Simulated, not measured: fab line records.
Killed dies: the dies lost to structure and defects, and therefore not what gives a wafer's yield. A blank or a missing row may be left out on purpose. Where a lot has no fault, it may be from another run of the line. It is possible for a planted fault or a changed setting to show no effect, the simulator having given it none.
What tool caused it? -- flow gf180mcu -- 33 wafers from 11 lots sampled at 6 of the route's 602 steps

## WHAT THE GAUGES READ, wafer by wafer
GF_HV_LDD_TW_MEAS_11.
lot,measured,on,HV_LDD_TW
L661,day 10 16:56,filmMetro-02,2408 2404 2428
L663,day 11 09:39,filmMetro-01,2378 2370 2375
L664,day 11 15:49,filmMetro-02,2439 2418 2434
L666,day 12 04:12,filmMetro-01,2395 2390 2375
L668,day 12 18:57,filmMetro-01,2376 2363 2375
L669,day 13 06:30,filmMetro-04,2401 2412 2399
L671,day 13 14:45,filmMetro-02,2430 2424 2429
L675,day 14 21:20,filmMetro-02,2423 2409 2425
L676,day 15 02:07,filmMetro-01,2365 2370 2368
L677,day 15 11:50,filmMetro-02,2448 2432 2447
L681,day 16 16:41,filmMetro-01,2335 2335 2339

GF_HV_LDD_TW_MEAS_23.
lot,measured,on,HV_LDD_2_TW
L661,day 11 11:12,filmMetro-04,1057 1052 1062
L663,day 12 04:51,filmMetro-01,1044 1038 1045
L664,day 12 11:01,filmMetro-02,1059 1065 1061
L666,day 12 23:32,filmMetro-02,1059 1066 1063
L668,day 13 15:23,filmMetro-02,1058 1061 1064
L669,day 14 02:53,filmMetro-04,1043 1043 1040
L671,day 14 10:32,filmMetro-01,1036 1033 1030
L675,day 15 19:24,filmMetro-02,1066 1065 1063
L676,day 15 22:52,filmMetro-04,1063 1062 1065
L677,day 16 09:08,filmMetro-04,1050 1054 1057
L681,day 17 15:57,filmMetro-04,1055 1053 1054

GF_NSD_TW_MEAS_12.
lot,measured,on,NSD_TW
L661,day 14 02:05,filmMetro-03,4289 4275 4288
L663,day 14 21:38,filmMetro-03,4294 4259 4263
L664,day 15 07:26,filmMetro-03,4271 4292 4281
L666,day 15 17:17,filmMetro-02,4293 4311 4300
L668,day 16 11:29,filmMetro-02,4270 4248 4263
L669,day 17 02:50,filmMetro-03,4299 4298 4311
L671,day 17 08:36,filmMetro-02,4235 4247 4240
L675,day 18 20:49,filmMetro-02,4290 4294 4256
L676,day 18 22:56,filmMetro-03,4535 4498 4538
L677,day 19 12:12,filmMetro-03,4549 4561 4540
L681,day 20 19:17,filmMetro-03,4262 4243 4251

GF_PSD_RS_MEAS_14: uses a four-point probe to measure.
lot,measured,on,NSD_RS (ohm/sq)
L661,day 14 23:19,filmMetro-01,46.17 46.29 46.13
L663,day 15 20:11,filmMetro-01,46.18 46.20 46.16
L664,day 16 05:22,filmMetro-03,45.96 46.04 46.00
L666,day 16 15:38,filmMetro-03,45.96 46.04 46.04
L668,day 17 10:38,filmMetro-03,46.06 46.02 46.07
L669,day 18 02:10,filmMetro-01,46.18 46.14 46.22
L671,day 18 08:20,filmMetro-02,46.18 46.06 46.14
L675,day 19 21:29,filmMetro-03,45.94 45.94 45.98
L676,day 19 23:27,filmMetro-03,41.77 41.78 41.96
L677,day 20 12:25,filmMetro-03,41.94 41.86 41.89
L681,day 21 18:44,filmMetro-02,46.13 46.18 46.13

## WHICH TOOL RAN EACH LOT (tool, then ch and the chambers of the sampled wafers, then the start)
lot,GF_NSD_IMPLANT_09,GF_NSD_STRIP_11
L661,"implanter-02 ch 0, day 14 01:41","plasmaAsher-04 ch 0, day 14 01:59"
L663,"implanter-02 ch 0, day 14 21:14","plasmaAsher-01 ch 0,1, day 14 21:32"
L664,"implanter-01 ch 0, day 15 07:03","plasmaAsher-01 ch 0,1, day 15 07:20"
L666,"implanter-01 ch 0, day 15 16:53","plasmaAsher-04 ch 0,1, day 15 17:11"
L668,"implanter-01 ch 0, day 16 11:05","plasmaAsher-04 ch 0,1, day 16 11:23"
L669,"implanter-03 ch 0, day 17 02:26","plasmaAsher-02 ch 1, day 17 02:44"
L671,"implanter-01 ch 0, day 17 08:12","plasmaAsher-04 ch 0,1, day 17 08:30"
L675,"implanter-03 ch 0, day 18 20:26","plasmaAsher-02 ch 0,1, day 18 20:43"
L676,"implanter-03 ch 0, day 18 22:34","plasmaAsher-02 ch 0, day 18 22:50"
L677,"implanter-03 ch 0, day 19 11:48","plasmaAsher-04 ch 0,1, day 19 12:06"
L681,"implanter-01 ch 0, day 20 18:53","plasmaAsher-02 ch 0,1, day 20 19:11"
- GF_NSD_IMPLANT_09
- GF_NSD_STRIP_11: strips in O2/N2.

## WHAT THE TOOLS THEMSELVES READ (means of the sampled wafers that have a number; where no wafer has one, the mark that the record gives instead)
GF_NSD_IMPLANT_09.
lot,tool,beamEnergyKeV
L661,implanter-02,60.018
L663,implanter-02,59.987
L664,implanter-01,59.989
L666,implanter-01,60.012
L668,implanter-01,60.013
L669,implanter-03,59.980
L671,implanter-01,60.008
L675,implanter-03,60.020
L676,implanter-03,76.695
L677,implanter-03,76.705
L681,implanter-01,59.998

GF_NSD_STRIP_11.
lot,tool,drypumpMotorCurrentA (A),heaterPowerW (W),o2FlowSccm (sccm),oesProductAu (a.u.),stripTimeToEndpointS (s)
L661,plasmaAsher-04,5.9,403,3001,0.489,22.94
L663,plasmaAsher-01,6.4,321,2998,0.485,22.97
L664,plasmaAsher-01,6.1,312,3005,0.489,22.93
L666,plasmaAsher-04,5.6,381,2996,0.487,22.96
L668,plasmaAsher-04,5.6,391,3012,0.491,22.95
L669,plasmaAsher-02,6.6,307,3004,0.486,22.94
L671,plasmaAsher-04,5.4,377,2995,0.485,22.96
L675,plasmaAsher-02,6.4,339,3000,0.488,22.96
L676,plasmaAsher-02,5.9,409,3006,0.467,25.27
L677,plasmaAsher-04,5.6,385,3005,0.465,25.25
L681,plasmaAsher-02,6.2,370,3005,0.486,22.97

## THE ANSWER, worked out from the rows above alone
Rule: usual is defined by the lots themselves. Put in order of their means at a reading, lots are off if they are a third of the lots or fewer, leave a main group of 4 or more, and stand apart from it by a gap of 3 or more times the standard deviation of the main group's means; of several such gaps the widest counts. A main group whose means are all the same, to the digits that the tables above print for the reading, isn't used. A lot without any number at a reading at which 4 lots or more have one is off too. Where the step has rows for the other lots, those lots are counted as sound. The gauges are gone through in route order, then the tools' own readings, and for those a lot's mean is taken as printed above. At the first step where some lot is off, the reading lying furthest off is the one used; lots without a number count as furthest.
Off: L676, L677, at GF_NSD_TW_MEAS_12 (NSD_TW). For the main group the mean is 4275 and the standard deviation 20.
If a tool, at a process step before that reading, ran all the lots that are off and no sound lot after the first of them, it fits. Not tried: the gauges at GF_NSD_TW_MEAS_12; whatever is off there is also off at GF_NSD_IMPLANT_09, on other tools, and gauge error can't account for it. One fits: GF_NSD_IMPLANT_09 on implanter-03. A fault onset in the window from L675 (day 18 20:26, its last sound lot) to L676 (day 18 22:34, its first lot off) fits.
On the lots that are off, the tool's own readings at GF_NSD_IMPLANT_09 differ by more than 5 times the standard deviation of the sound lots' means, which bears it out; beamEnergyKeV reads 76.700 there versus 60.003 on the sound lots.

## WHAT WAS PUT IN BY THE SIMULATOR
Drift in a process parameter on implanter-03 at GF_NSD_IMPLANT_09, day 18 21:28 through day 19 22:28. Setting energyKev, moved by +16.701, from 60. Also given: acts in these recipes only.
Shown lots that were struck: L676, L677. The rule above found the same.
